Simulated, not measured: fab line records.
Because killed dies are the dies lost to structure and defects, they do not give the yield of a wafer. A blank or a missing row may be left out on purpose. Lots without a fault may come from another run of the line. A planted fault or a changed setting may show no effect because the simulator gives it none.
Which tool is to blame? -- flow gf180mcu -- 24 lots with 72 wafers sampled at 3 steps, on a route of 602 steps

WHAT THE GAUGES SHOWED, per wafer
GF_STI_BOW_MEAS_00.
lot,measured,on,INCOMING_BOW (um)
L074,day 1 10:00,film-metro-04,-8 -1 -1
L075,day 1 15:01,film-metro-02,-3 -3 11
L076,day 1 20:00,film-metro-02,5 -6 -8
L077,day 2 01:01,film-metro-03,-5 3 6
L078,day 2 06:01,film-metro-03,-7 7 1
L079,day 2 11:02,film-metro-02,7 -7 -3
L080,day 2 16:00,film-metro-04,4 -1 -9
L081,day 2 21:00,film-metro-03,-7 -3 -6
L082,day 3 02:01,film-metro-03,1 -2 -2
L083,day 3 07:00,film-metro-02,0 9 5
L084,day 3 12:00,film-metro-02,-5 -5 -4
L085,day 3 17:04,film-metro-04,-6 2 -3
L086,day 3 22:00,film-metro-03,-2 -3 1
L087,day 4 03:00,film-metro-02,5 8 -10
L088,day 4 08:01,film-metro-02,9 -4 -4
L089,day 4 13:01,film-metro-04,-6 -5 6
L090,day 4 18:00,film-metro-02,12 -2 0
L091,day 4 23:00,film-metro-03,-6 -4 -12
L092,day 5 04:00,film-metro-02,12 -10 10
L093,day 5 09:00,film-metro-03,-9 -1 -10
L094,day 5 14:00,film-metro-02,0 4 14
L095,day 5 19:00,film-metro-03,-7 1 11
L096,day 6 00:00,film-metro-04,1 5 -2
L097,day 6 05:01,film-metro-02,-7 -4 11

GF_HV_LDD_CD_MEAS_31 targets a cd of 400 nm.
lot,measured,on,cd-nm (nm)
L074,day 11 15:04,cd-sem-02,400.7 402.4 402.0
L075,day 11 18:20,cd-sem-01,401.5 401.8 400.3
L076,day 11 23:10,cd-sem-01,396.8 400.5 404.3
L077,day 12 10:35,cd-sem-01,396.8 397.9 396.7
L078,day 12 15:53,cd-sem-01,397.6 397.4 396.5
L079,day 13 00:36,cd-sem-01,397.8 396.5 397.1
L080,day 13 13:49,cd-sem-01,402.7 402.4 402.2
L081,day 13 18:01,cd-sem-02,401.8 401.1 399.5
L082,day 14 01:29,cd-sem-01,399.5 397.6 399.5
L083,day 14 12:40,cd-sem-02,400.1 397.8 399.1
L084,day 14 19:28,cd-sem-01,405.6 405.5 404.5
L085,day 14 19:32,cd-sem-02,403.3 402.3 402.3
L086,day 15 10:09,cd-sem-01,399.2 399.9 398.6
L087,day 15 15:34,cd-sem-02,396.5 397.4 397.3
L088,day 16 09:26,cd-sem-02,398.8 398.7 399.9
L089,day 16 13:17,cd-sem-02,397.4 399.2 397.4
L090,day 16 14:04,cd-sem-02,404.1 403.3 402.7
L091,day 17 11:13,cd-sem-01,395.9 398.9 395.0
L092,day 17 20:01,cd-sem-02,399.5 396.1 397.7
L093,day 18 09:46,cd-sem-01,397.3 396.7 395.9
L094,day 18 10:35,cd-sem-01,399.3 399.2 397.4
L095,day 18 15:52,cd-sem-01,405.3 406.1 402.5
L096,day 19 05:04,cd-sem-02,398.2 397.8 399.2
L097,day 19 08:14,cd-sem-01,393.9 396.2 397.0

GF_M1_CD_MEAS_14 targets a cd of 230 nm.
lot,measured,on,cd-nm (nm)
L074,day 17 03:22,cd-sem-02,230.2 229.3 231.4
L075,day 17 08:29,cd-sem-01,229.2 229.7 229.8
L076,day 17 14:29,cd-sem-01,230.2 230.9 229.8
L077,day 18 05:47,cd-sem-02,230.7 231.0 230.9
L078,day 18 10:29,cd-sem-01,230.9 229.6 230.5
L079,day 19 00:27,cd-sem-02,230.2 229.3 230.3
L080,day 19 11:37,cd-sem-02,229.5 230.5 230.1
L081,day 19 17:31,cd-sem-02,230.2 229.6 229.8
L082,day 20 03:41,cd-sem-01,231.1 231.8 232.2
L083,day 20 15:07,cd-sem-01,229.7 229.8 230.1
L084,day 20 21:37,cd-sem-01,229.6 228.8 229.9
L085,day 20 22:56,cd-sem-02,228.3 230.3 229.8
L086,day 21 14:01,cd-sem-02,230.7 229.8 229.2
L087,day 21 22:25,cd-sem-01,231.7 232.1 230.6
L088,day 22 15:47,cd-sem-02,229.6 230.1 229.5
L089,day 22 19:17,cd-sem-02,230.5 230.2 230.4
L090,day 22 21:10,cd-sem-02,232.4 232.9 232.3
L091,day 23 16:43,cd-sem-01,230.5 231.5 231.6
L092,day 24 00:25,cd-sem-01,228.5 231.0 229.5
L093,day 24 14:25,cd-sem-02,230.1 231.0 231.7
L094,day 24 15:13,cd-sem-01,231.1 231.1 230.5
L095,day 24 20:19,cd-sem-01,228.6 229.7 229.3
L096,day 25 07:35,cd-sem-01,232.1 230.8 230.4
L097,day 25 10:47,cd-sem-01,230.5 230.0 231.1

TOOL THAT RAN EACH LOT (tool first, then ch and the chambers of the sampled wafers, then the start)
Record: no process step prior to these readings.

AS READ BY THE TOOLS THEMSELVES (means over the sampled wafers that have a number; for cases with no such wafer, the mark the record gives instead)
The record holds no such reading with a usual standard deviation.

THE ANSWER, worked out from the rows above alone
Rule: what is usual is taken from the lots themselves. The widest of any qualifying gaps counts: lots, ordered by their means at a reading, are off when they make up no more than a third of the lots, leave a main group of 4 or more, and stand apart from it by 3 or more times the standard deviation of that group's means. Not used: any main group whose means are identical at the precision the tables above print for the reading. A lot without any number at a reading at which 4 lots or more have one is off too. The other lots that the step has rows for count as sound. After the gauges, taken in route order, come the tools' own readings; for these a lot's mean is taken, as printed above. The first step at which some lot is off is used, and at that step the reading that is off furthest; a lot without a number counts as furthest.
None of the lots is off at any reading shown; this tells nothing.

WHAT WAS PUT IN BY THE SIMULATOR
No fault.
